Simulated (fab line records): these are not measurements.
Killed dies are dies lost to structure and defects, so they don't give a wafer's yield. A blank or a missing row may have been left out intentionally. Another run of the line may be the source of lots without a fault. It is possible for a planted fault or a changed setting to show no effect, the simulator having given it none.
Matching of chambers / flow gf180mcu / GF_V5_CMP_04 on cmp-02 has 4 sister chambers
The step polishes SiO2. 4 wafers are shown with their chamber, then 10 later ones without.

WAFERS PAIRED WITH THEIR CHAMBERS
wafer=L078.3; chamber=2; motor_current_A (A)=12.1
wafer=L087.6; chamber=3; motor_current_A (A)=10.4
wafer=L088.1; chamber=1; motor_current_A (A)=9.4
wafer=L088.4; chamber=0; motor_current_A (A)=15.1

WAFERS WITH NO CHAMBER GIVEN
wafer=L088.5; motor_current_A (A)=11.0
wafer=L091.1; motor_current_A (A)=10.7
wafer=L091.2; motor_current_A (A)=8.7
wafer=L091.5; motor_current_A (A)=10.3
wafer=L092.1; motor_current_A (A)=9.5
wafer=L092.3; motor_current_A (A)=10.7
wafer=L092.6; motor_current_A (A)=10.9
wafer=L096.1; motor_current_A (A)=15.1
wafer=L096.2; motor_current_A (A)=10.9
wafer=L096.3; motor_current_A (A)=8.8

EACH ONE'S CHAMBER
wafer=L088.5; from the rows above=can't be placed: 3 or 2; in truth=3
wafer=L091.1; from the rows above=3; in truth=3
wafer=L091.2; from the rows above=1; in truth=1
wafer=L091.5; from the rows above=can't be placed: 3 or 1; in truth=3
wafer=L092.1; from the rows above=can't be placed: 1 or 3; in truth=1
wafer=L092.3; from the rows above=3; in truth=3
wafer=L092.6; from the rows above=can't be placed: 3 or 2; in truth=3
wafer=L096.1; from the rows above=0; in truth=0
wafer=L096.2; from the rows above=can't be placed: 3 or 2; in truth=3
wafer=L096.3; from the rows above=1; in truth=1
Correctly placed: 5 of 10. Cannot be placed on the basis of these rows: 5; the candidates contain the true chamber in 5. Number placed wrongly: 0.
How it was worked out, from the rows above alone: a wafer's distance from a chamber is the root of the sum, over the readings, of the square of ((its reading less the chamber's mean) divided by the reading's scatter). If the next closest chamber is less than 2 further off than the closest, the wafer can't be placed; otherwise it belongs to the closest. A chamber's mean is the mean of its shown wafers. The scatter (one wafer shown for each chamber): square how far every hidden wafer sits from the nearest shown wafer, average those squares and take the square root.
